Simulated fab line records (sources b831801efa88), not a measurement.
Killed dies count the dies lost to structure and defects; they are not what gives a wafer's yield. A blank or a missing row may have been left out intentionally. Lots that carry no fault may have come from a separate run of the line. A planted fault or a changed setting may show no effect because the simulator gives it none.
Struck lot and sound lot, side by side || flow sky130 || 15 steps out of a route of 708
Sound: wafers L686.1, L686.4, L686.5. Struck: wafers L693.3, L693.4, L693.5. At the end, the cause is stated.
Each step with rows lists, per side, the tool, then ch with its chambers, then its first start. Under that, the readings that differ: sound wafers || struck wafers || difference of the means || sigmas: that difference in standard deviations of wafers without a fault.
alike: same words and numbers on both sides, and readings whose means sit less than 2 such deviations apart. not compared: any withheld reading, any reading some wafer has no value for, any bound like >300 that may hide the same value, and any number with overlapping values for which the record gives no deviation.
Wherever a step has rows on one side only, a row that says differs or no value, or a row with sigmas, the two part there. Non-overlapping numbers with no deviation appear without sigmas and do not part them. A reading that every wafer of one side lacks parts them only if that side has two wafers or more.

first, 5 steps without rows for these wafers: SKY_LDD_HVP_COAT_02 (resist thk 300 nm); SKY_LDD_HVP_SOFTBAKE_03 (time 60 s); SKY_LDD_HVP_EXPOSE_04 (exposes mask HVPTM, target cd 700 nm); SKY_LDD_HVP_PEB_05; SKY_LDD_HVP_DEVELOP_06 (develop time 60 s).
SKY_LDD_HVP_OVL_MEAS_07:
  sound on overlay-02 at day 23 05:32; struck on overlay-01 at day 26 12:55
  alike: LDD_HVP_OVL
next, for these wafers, 1 step has no rows: SKY_LDD_HVP_IMPLANT_08.
SKY_LDD_HVP_STRIP_09: strips in O2/N2.
  sound on plasmaAsher-01 ch 0,1, day 23 05:43; struck on plasmaAsher-02 ch 0,1, day 26 13:07
  alike: drypumpMotorCurrentA, oesProductAu, stripTimeToEndpointS
  not compared: rfHoursCounterH
SKY_LDD_HVP_TW_MEAS_10:
  sound on filmMetro-03 at day 23 05:49; struck on filmMetro-04 at day 26 13:12
{"reading": "LDD_HVP_TW", "sound": "453 452 456", "struck": "459 461 461", "difference": "+7", "sigmas": "+2"}
then, 3 steps without rows for these wafers: SKY_LDD_LDN_DEHYDRATE_00 (time 60 s); SKY_LDD_LDN_HMDS_01 (prime time 60 s); SKY_LDD_LDN_COAT_02 (resist thk 1140 nm).
SKY_LDD_LDN_SOFTBAKE_03: time 60 s.
  sound on lithoTrack-04 ch 0, day 23 21:20; struck on lithoTrack-02 ch 0, day 27 02:56
{"reading": "heaterPowerTotalW (W)", "sound": "56.58 56.63 56.61", "struck": "61.35 61.33 61.22", "difference": "+4.69", "sigmas": "+99 or more"}
{"reading": "runLengthS (s)", "sound": "89.2 89.2 89.4", "struck": "76.0 75.8 75.7", "difference": -13.4, "sigmas": -37}
then, 1 step without rows for these wafers: SKY_LDD_LDN_EXPOSE_04 (exposes mask LDNTM, target cd 700 nm).
-- record jumps: 22 days separate the struck wafers' starts on either side; left off in module LDD_LDN, taken up again in module PAD_OPEN, whose first shown step is the route's number 708 --
SKY_PAD_OPEN_PROBE_99:
  sound on prober-02 at day 47 01:37; struck on prober-02 at day 49 04:31
  alike: killed_at_M0_to_M3, killed_at_M4_up, killedAtContacts, killedAtFrontEnd, killedAtOther, killedDies, killedOpen, killedShort

== WHERE THEY PART ==
At SKY_LDD_HVP_TW_MEAS_10 first; at SKY_LDD_LDN_SOFTBAKE_03 last (within this record only). Later steps at which nothing parts them and some readings are alike: SKY_PAD_OPEN_PROBE_99.

WHY: what the simulator had put in
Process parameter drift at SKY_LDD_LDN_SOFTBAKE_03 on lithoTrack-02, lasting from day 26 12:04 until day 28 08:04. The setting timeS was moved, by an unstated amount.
